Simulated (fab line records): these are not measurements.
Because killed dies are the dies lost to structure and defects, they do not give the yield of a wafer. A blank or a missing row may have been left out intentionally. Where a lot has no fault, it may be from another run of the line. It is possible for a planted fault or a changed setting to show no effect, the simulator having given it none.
A struck lot beside a sound one -- flow gf180mcu -- 27 steps out of a route of 602
Sound: these wafers, L574.2, L574.3, L574.6. Wafers L579.2, L579.3, L579.5 were the ones struck. The cause is named last.
For every step that has rows: the tool of each side, followed by ch and its chambers, followed by its first start. Under that, the readings that differ: sound wafers -- struck wafers -- difference of the means -- sigmas: that difference in standard deviations of wafers without a fault.
alike: words and numbers the same on both sides, and readings whose means are apart by under 2 such deviations; not compared: readings that were withheld, readings missing a value for some wafer, numbers with overlapping values and no deviation given by the record, and bounds like >300 which may hide the same value.
The two part at a step that has a row with sigmas, a row that says differs or no value, or rows on one side only. Numbers that don't overlap but have no deviation are shown without sigmas and don't part them. A reading missing from all wafers of one side parts the sides only when that side holds two or more wafers.

GF_NWELL_STRIP_10: strips in O2/N2.
  sound on plasma asher-01 ch 0,1, day 6 02:50; struck on plasma asher-02 ch 0,1, day 7 02:32
  alike: chamber pressure mTorr, drypump motor current A, heater power w, oes product au, platen temp c, strip time to endpoint s
  not compared: rf hours counter h
GF_NWELL_TW_MEAS_11:
  struck on film metro-01, day 7 02:38; sound on film metro-03, day 6 02:56
reading,sound,struck,difference,sigmas
NWELL_TW,1559 1551 1554,1589 1583 1576,+28,+2
then, 7 steps without rows for these wafers: GF_LVPWELL_DEHYDRATE_00 (time 60 s); GF_LVPWELL_HMDS_01 (prime time 60 s); GF_LVPWELL_COAT_02 (resist thk 3000 nm); GF_LVPWELL_SOFTBAKE_03; GF_LVPWELL_EXPOSE_04 (exposes mask LVPWELL, target cd 600 nm); GF_LVPWELL_PEB_05; GF_LVPWELL_DEVELOP_06 (develop time 60 s).
GF_LVPWELL_OVL_MEAS_07:
  struck on overlay-01, day 7 19:12; sound on overlay-02, day 6 18:16
  alike: LVPWELL_OVL
then, 2 steps without rows for these wafers: GF_LVPWELL_IMPLANT_08; GF_LVPWELL_IMPLANT_09.
GF_LVPWELL_STRIP_10: strips in O2/N2.
  sound on plasma asher-02 ch 0,1, day 6 18:36; struck on plasma asher-02 ch 0,1, day 7 19:32
  no value came back on the struck wafers for any of 6 readings (chamber pressure mTorr (mTorr), drypump motor current A (A) and others); on the sound wafers chamber pressure mTorr (mTorr) reads 1498.8 1497.1 1500.0
reading,sound,struck,difference,sigmas
model.coat_of_LVPWELL_COAT_02.thk nm (nm),0 0 0,2993 3000 2996,+2996,
  not compared: rf hours counter h
GF_LVPWELL_TW_MEAS_11:
  struck on film metro-01, day 7 19:38; sound on film metro-03, day 6 18:43
reading,sound,struck,difference,sigmas
LVPWELL_TW,551 551 547,563 564 564,+14,+3
then, 7 steps without rows for these wafers: GF_MVSD_DEHYDRATE_00 (time 60 s); GF_MVSD_HMDS_01 (prime time 60 s); GF_MVSD_COAT_02 (resist thk 3000 nm); GF_MVSD_SOFTBAKE_03; GF_MVSD_EXPOSE_04 (exposes mask MVSD, target cd 1000 nm); GF_MVSD_PEB_05; GF_MVSD_DEVELOP_06 (develop time 60 s).
GF_MVSD_OVL_MEAS_07:
  struck on overlay-01, day 8 11:52; sound on overlay-01, day 7 10:16
  alike: MVSD_OVL
then, 2 steps without rows for these wafers: GF_MVSD_IMPLANT_08; GF_MVSD_IMPLANT_09.
GF_MVSD_STRIP_10: strips in O2/N2.
  sound on plasma asher-03 ch 0,1, day 7 10:36; struck on plasma asher-04 ch 0,1, day 8 12:12
reading,sound,struck,difference,sigmas
drypump motor current A (A),5.5 6.6 6.6,5.1 5.4 5.4,-0.9,-2
oes product au (a.u.),0.719 0.721 0.720,0.748 0.735 0.737,+0.020,+4
strip time to endpoint s (s),36.85 36.91 36.87,81.08 81.15 81.23,+44.28,+99 or more
  alike: chamber pressure mTorr, heater power w, platen temp c
  not compared: rf hours counter h
GF_MVSD_TW_MEAS_11:
  struck on film metro-01, day 8 12:38; sound on film metro-03, day 7 10:43
reading,sound,struck,difference,sigmas
MVSD_TW,1560 1550 1563,30 30 30,-1528,-85
  not compared: hold
GF_PASSIVATION_PROBE_99:
  sound wafers here have rows in the record (prober-02, day 32 11:02); struck ones have none

WHERE THEY PART
First at GF_NWELL_TW_MEAS_11; last, within this record, at GF_PASSIVATION_PROBE_99.

WHY: the cause the simulator had injected
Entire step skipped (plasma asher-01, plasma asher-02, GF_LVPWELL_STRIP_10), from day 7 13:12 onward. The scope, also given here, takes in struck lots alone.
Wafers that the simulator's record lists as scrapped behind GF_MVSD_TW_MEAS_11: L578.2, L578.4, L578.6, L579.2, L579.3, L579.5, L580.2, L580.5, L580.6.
